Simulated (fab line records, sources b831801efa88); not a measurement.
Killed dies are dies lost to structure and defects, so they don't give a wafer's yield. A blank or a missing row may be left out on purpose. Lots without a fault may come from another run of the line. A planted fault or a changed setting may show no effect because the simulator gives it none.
Tool commonality check | flow sky130 | 11 lots, 31 wafers sampled

WHY IT WAS OPENED
At SKY_METAL5_RS_MEAS_05 the reading METAL5_ALCU_RS is flagged on 2 of 11 lots. Wafers without a fault read 0.0271 ohm/sq, standard deviation 0.00035.
Rule: a lot is flagged when every wafer of it that has a number lies more than 4 standard deviations from that mean, or none has a number. The other lots count as sound.

lot  | measured     | on            | METAL5_ALCU_RS (ohm/sq), wafer by wafer | flag
L753 | day 44 07:35 | film_metro-03 | 0.0271 0.0272 0.0273                    |
L751 | day 44 11:49 | film_metro-03 | 0.0281 0.0277 0.0278                    |
L752 | day 44 15:37 | film_metro-02 | 0.0267 0.0268 0.0268                    |
L755 | day 44 18:36 | film_metro-03 | 0.0271 0.0268 0.0270                    |
L759 | day 45 22:40 | film_metro-03 | 0.0241 0.0241                           | FLAGGED
L760 | day 46 03:58 | film_metro-03 | 0.0242 0.0242                           | FLAGGED
L761 | day 46 11:34 | film_metro-02 | 0.0275 0.0271 0.0273                    |
L763 | day 46 18:01 | film_metro-02 | 0.0275 0.0270 0.0273                    |
L765 | day 47 13:55 | film_metro-02 | 0.0272 0.0271 0.0271                    |
L769 | day 48 10:46 | film_metro-01 | 0.0266 0.0271 0.0269                    |
L771 | day 48 17:05 | film_metro-03 | 0.0268 0.0269 0.0270                    |
The numbers of the flagged lots are 0.0241 ohm/sq on average: -0.0030 ohm/sq against the usual, or -8 standard deviations.

WHICH TOOL RAN EACH LOT
The record holds 3 process steps before the reading, out of a route of 708 steps. In each cell: the tool, then ch and the chambers that the sampled wafers went through, then the start.
lot  | flag    | SKY_VIA3_STRIP_16                    | SKY_VIA4_SPUTTER_17          | SKY_METAL5_SPUTTER_02
L753 |         | plasma_asher-03 ch 0,1, day 41 04:09 | pvd_sputter-04, day 44 06:43 | pvd_sputter-01, day 44 07:28
L751 |         | plasma_asher-01 ch 0,1, day 41 09:10 | pvd_sputter-03, day 44 10:58 | pvd_sputter-03, day 44 11:43
L752 |         | plasma_asher-01 ch 0,1, day 41 13:13 | pvd_sputter-02, day 44 14:46 | pvd_sputter-01, day 44 15:30
L755 |         | plasma_asher-04 ch 0,1, day 41 17:38 | pvd_sputter-02, day 44 17:42 | pvd_sputter-01, day 44 18:26
L759 | FLAGGED | plasma_asher-03 ch 1, day 43 00:09   | pvd_sputter-02, day 45 21:47 | pvd_sputter-01, day 45 22:32
L760 | FLAGGED | plasma_asher-04 ch 1, day 43 03:57   | pvd_sputter-02, day 46 03:07 | pvd_sputter-01, day 46 03:51
L761 |         | plasma_asher-04 ch 0, day 43 12:36   | pvd_sputter-04, day 46 10:21 | pvd_sputter-03, day 46 11:28
L763 |         | plasma_asher-01 ch 1, day 43 19:39   | pvd_sputter-04, day 46 17:08 | pvd_sputter-04, day 46 17:53
L765 |         | plasma_asher-01 ch 0,1, day 44 16:36 | pvd_sputter-03, day 47 13:03 | pvd_sputter-03, day 47 13:47
L769 |         | plasma_asher-01 ch 0,1, day 45 15:37 | pvd_sputter-02, day 48 09:53 | pvd_sputter-04, day 48 10:38
L771 |         | plasma_asher-04 ch 0,1, day 45 23:24 | pvd_sputter-03, day 48 16:14 | pvd_sputter-04, day 48 16:58
What these steps do:
- SKY_VIA3_STRIP_16: strips in O2/N2.
- SKY_VIA4_SPUTTER_17: material TiN, target thk 20 nm, time 80 s.
- SKY_METAL5_SPUTTER_02: material AlCu, target thk 1150 nm, time 61.2 s.
- SKY_METAL5_RS_MEAS_05: measures by four-point-probe.

FLAGGED OVER TOTAL, TOOL BY TOOL (the gauges that took the reading come last)
step                  | tool            | lots run | flagged | share of the flagged lots | sound lots run after its first flagged lot
SKY_VIA3_STRIP_16     | plasma_asher-01 | 5        | 0       | none                      | -
SKY_VIA3_STRIP_16     | plasma_asher-03 | 2        | 1       | some                      | 0
SKY_VIA3_STRIP_16     | plasma_asher-04 | 4        | 1       | some                      | 2 (L761,L771)
SKY_VIA4_SPUTTER_17   | pvd_sputter-02  | 5        | 2       | all                       | 1 (L769)
SKY_VIA4_SPUTTER_17   | pvd_sputter-03  | 3        | 0       | none                      | -
SKY_VIA4_SPUTTER_17   | pvd_sputter-04  | 3        | 0       | none                      | -
SKY_METAL5_SPUTTER_02 | pvd_sputter-01  | 5        | 2       | all                       | 0
SKY_METAL5_SPUTTER_02 | pvd_sputter-03  | 3        | 0       | none                      | -
SKY_METAL5_SPUTTER_02 | pvd_sputter-04  | 3        | 0       | none                      | -
SKY_METAL5_RS_MEAS_05 | film_metro-01   | 1        | 0       | none                      | -
SKY_METAL5_RS_MEAS_05 | film_metro-02   | 4        | 0       | none                      | -
SKY_METAL5_RS_MEAS_05 | film_metro-03   | 6        | 2       | all                       | 1 (L771)

WHAT THE TABLE ALLOWS
3 rows of the table ran every flagged lot: pvd_sputter-02 at SKY_VIA4_SPUTTER_17, pvd_sputter-01 at SKY_METAL5_SPUTTER_02, film_metro-03 at SKY_METAL5_RS_MEAS_05.
- pvd_sputter-02 at SKY_VIA4_SPUTTER_17: 2 of its 5 lots flagged. Sound lots ran on it after the first flagged one (L769), which a lasting fault on the whole tool wouldn't allow.
- pvd_sputter-01 at SKY_METAL5_SPUTTER_02: 2 of its 5 lots flagged. Its last sound lot is L755 (day 44 18:26), its first flagged lot L759 (day 45 22:32): a fault that began between those two fits.
- film_metro-03 at SKY_METAL5_RS_MEAS_05: 2 of its 6 lots flagged. Sound lots ran on it after the first flagged one (L771), which a lasting fault on the whole tool wouldn't allow.
One tool is left: pvd_sputter-01 at SKY_METAL5_SPUTTER_02.

WHAT THE SIMULATOR HAD PUT IN
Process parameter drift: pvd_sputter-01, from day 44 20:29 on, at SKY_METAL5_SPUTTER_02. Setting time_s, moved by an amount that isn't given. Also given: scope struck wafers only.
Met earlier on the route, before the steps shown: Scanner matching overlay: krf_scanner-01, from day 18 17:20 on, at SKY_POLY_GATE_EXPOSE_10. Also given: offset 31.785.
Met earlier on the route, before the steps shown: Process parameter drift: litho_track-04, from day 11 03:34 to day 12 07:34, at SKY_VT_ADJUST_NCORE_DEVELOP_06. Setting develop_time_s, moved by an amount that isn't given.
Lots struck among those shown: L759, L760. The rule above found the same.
